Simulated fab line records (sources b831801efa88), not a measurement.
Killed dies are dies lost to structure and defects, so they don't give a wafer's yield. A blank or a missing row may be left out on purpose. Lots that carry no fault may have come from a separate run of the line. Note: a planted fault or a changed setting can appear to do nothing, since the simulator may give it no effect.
Comparing a struck lot with a sound one + flow gf180mcu + 20 out of 602 route steps
Sound: wafers L696.1, L696.2, L696.5. Wafers L704.1, L704.4, L704.6 were the ones struck. The cause is given at the end.
Each step with rows lists, per side, the tool, then ch with its chambers, then its first start. Under that, the readings that differ: sound wafers + struck wafers + difference of the means + sigmas: that difference in standard deviations of wafers without a fault.
alike: readings with means less than 2 such deviations apart, plus words and numbers identical on both sides. not compared: withheld readings, readings lacking a value on some wafer, bounds such as >300 that could conceal the same value, and numbers that have no deviation in the record and whose values overlap.
A row with sigmas, a row that says differs or no value, or rows on one side alone: a step with any of these is where the two part. Non-overlapping numbers with no deviation appear without sigmas and do not part them. A reading that every wafer of one side lacks parts them only if that side has two wafers or more.

first, 1 step without rows for these wafers: GF_V1_CVD_00 (deposits SiO2, target thk 600 nm, time 100 s).
GF_V1_THK_MEAS_01:
  sound on film_metro-01 at day 18 08:08; struck on film_metro-03 at day 21 10:47
  alike: V1_CVD_00_THK
GF_V1_CVD_02: deposits SiO2 from TEOS, target thk 850 nm, time 94.851 s.
  sound on pecvd-04 ch 0,2, day 18 08:12; struck on pecvd-04 ch 0,1,2, day 21 10:50
  alike: heater_power_w
  not compared: since_wet_clean_h
GF_V1_THK_MEAS_03:
  sound on film_metro-04 at day 18 08:16; struck on film_metro-04 at day 21 10:55
  alike: V1_CVD_02_THK
GF_V1_CMP_04: polishes SiO2.
  sound on cmp-01 ch 2,3, day 18 08:23; struck on cmp-02 ch 1,3, day 21 10:58
  alike: motor_current_A, slurry_flow_ml_min, time_to_endpoint_s
GF_V1_BOW_MEAS_05:
  sound on film_metro-03 at day 18 08:38; struck on film_metro-04 at day 21 11:16
  alike: V1_BOW
then, 6 steps without rows for these wafers: GF_V1_DEHYDRATE_06 (time 60 s); GF_V1_HMDS_07 (prime time 60 s); GF_V1_COAT_08; GF_V1_COAT_09 (resist thk 1000 nm); GF_V1_SOFTBAKE_10 (time 60 s); GF_V1_EXPOSE_11 (exposes mask Via1, target cd 260 nm).
GF_V1_PEB_12: peb time 90 s.
  sound on litho_track-02 ch 0, day 19 08:06; struck on litho_track-04 ch 0, day 22 10:04
| reading                  | sound                | struck               | difference | sigmas |
|--------------------------|----------------------|----------------------|------------|--------|
| heater_power_total_W (W) | 85.71 85.69 85.58    | 86.38 86.35 86.47    | +0.74      | +9     |
| plate_temp_C (C)         | 135.08 135.03 135.29 | 135.86 135.77 135.74 | +0.66      | +5     |
  alike: exhaust_pa
then, 1 step without rows for these wafers: GF_V1_DEVELOP_13 (develop time 60 s).
GF_V1_CD_MEAS_14 targets a cd of 260 nm.
  sound on cd_sem-02 at day 19 08:27; struck on cd_sem-01 at day 22 10:25
  alike: cd_nm
GF_V1_OVL_MEAS_15:
  sound on overlay-01 at day 19 08:34; struck on overlay-01 at day 22 10:32
  alike: V1_OVL
GF_V1_ETCH_16: etches BARC in N2/H2.
  sound on rie_diel-01 ch 0,1,3, day 19 08:37; struck on rie_diel-03 ch 1,3, day 22 10:34
| reading             | sound             | struck            | difference | sigmas |
|---------------------|-------------------|-------------------|------------|--------|
| model.V1.cd_nm (nm) | 261.4 261.2 261.5 | 263.3 262.8 262.7 | +1.6       |        |
  alike: drypump_motor_current_A, oes_product_au, throttle_valve_pct
GF_V1_ETCH_17: etches SiO2 in C4F8/O2/Ar, stops on TiN, target depth 630 nm.
  sound: rie_diel-01 ch 0,1,3; struck: rie_diel-03 ch 1,3
| reading             | sound           | struck            | difference | sigmas |
|---------------------|-----------------|-------------------|------------|--------|
| model.V1.cd_nm (nm) | 262.1 261 260.9 | 263.5 263.6 263.5 | +2.2       |        |
  alike: oes_product_au
GF_V1_STRIP_18: strips in O2/N2.
  sound on plasma_asher-03 ch 0,1, day 19 08:44; struck on plasma_asher-02 ch 0,1, day 22 10:42
| reading               | sound             | struck            | difference | sigmas |
|-----------------------|-------------------|-------------------|------------|--------|
| oes_product_au (a.u.) | 0.593 0.589 0.586 | 0.602 0.599 0.598 | +0.010     | +2     |
  alike: drypump_motor_current_A, heater_power_w, platen_temp_c
  not compared: rf_hours_counter_h
GF_PASSIVATION_PROBE_99:
  the record holds rows for the sound wafers here (prober-02, day 30 00:59) but none for the struck ones

## WHERE THEY PART
Last at GF_PASSIVATION_PROBE_99 as far as this record goes, first at GF_V1_PEB_12.

WHY: what had been put in by the simulator
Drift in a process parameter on litho_track-04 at GF_V1_PEB_12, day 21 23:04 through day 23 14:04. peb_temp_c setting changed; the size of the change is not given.
